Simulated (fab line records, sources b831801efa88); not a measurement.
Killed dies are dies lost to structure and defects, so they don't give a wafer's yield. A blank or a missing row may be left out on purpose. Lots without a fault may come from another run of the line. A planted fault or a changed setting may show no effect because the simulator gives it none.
Chamber matching | flow gf180mcu | GF_V3_CVD_00 on hdpcvd-02: 3 sister chambers
The step deposits SiO2, target thk 600 nm, time 100 s. 3 wafers are shown with their chamber, then 9 later ones without.

WAFERS WITH THEIR CHAMBER
wafer  | chamber | run_length_s (s)
L104.1 | 2       | 128.1
L104.2 | 1       | 127.7
L104.4 | 0       | 128.5

WAFERS WITHOUT THEIR CHAMBER
wafer  | run_length_s (s)
L106.1 | 128.3
L106.3 | 128.1
L106.4 | 127.6
L107.1 | 127.6
L107.3 | 127.5
L107.6 | 127.7
L101.1 | 128.3
L101.4 | 127.6
L101.6 | 127.8

WHICH CHAMBER EACH WENT THROUGH
wafer  | from the rows above     | in truth
L106.1 | can't be placed: 0 or 2 | 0
L106.3 | 2                       | 2
L106.4 | 1                       | 1
L107.1 | 1                       | 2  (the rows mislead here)
L107.3 | 1                       | 1
L107.6 | 1                       | 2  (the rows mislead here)
L101.1 | can't be placed: 0 or 2 | 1
L101.4 | 1                       | 1
L101.6 | can't be placed: 1 or 2 | 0
Placed correctly: 4 of 9. Can't be placed from these rows: 3 (the true chamber is among the candidates in 1). Placed wrongly: 2.
How it was worked out, from the rows above alone: a wafer's distance from a chamber is the root of the sum, over the readings, of the square of ((its reading less the chamber's mean) divided by the reading's scatter). The wafer belongs to the nearest chamber; if the next one is less than 2 further off, it can't be placed. A chamber's mean is the mean of its shown wafers. The scatter: with one shown wafer a chamber, the root of the mean of the squares of how far each hidden wafer lies from its nearest shown one.
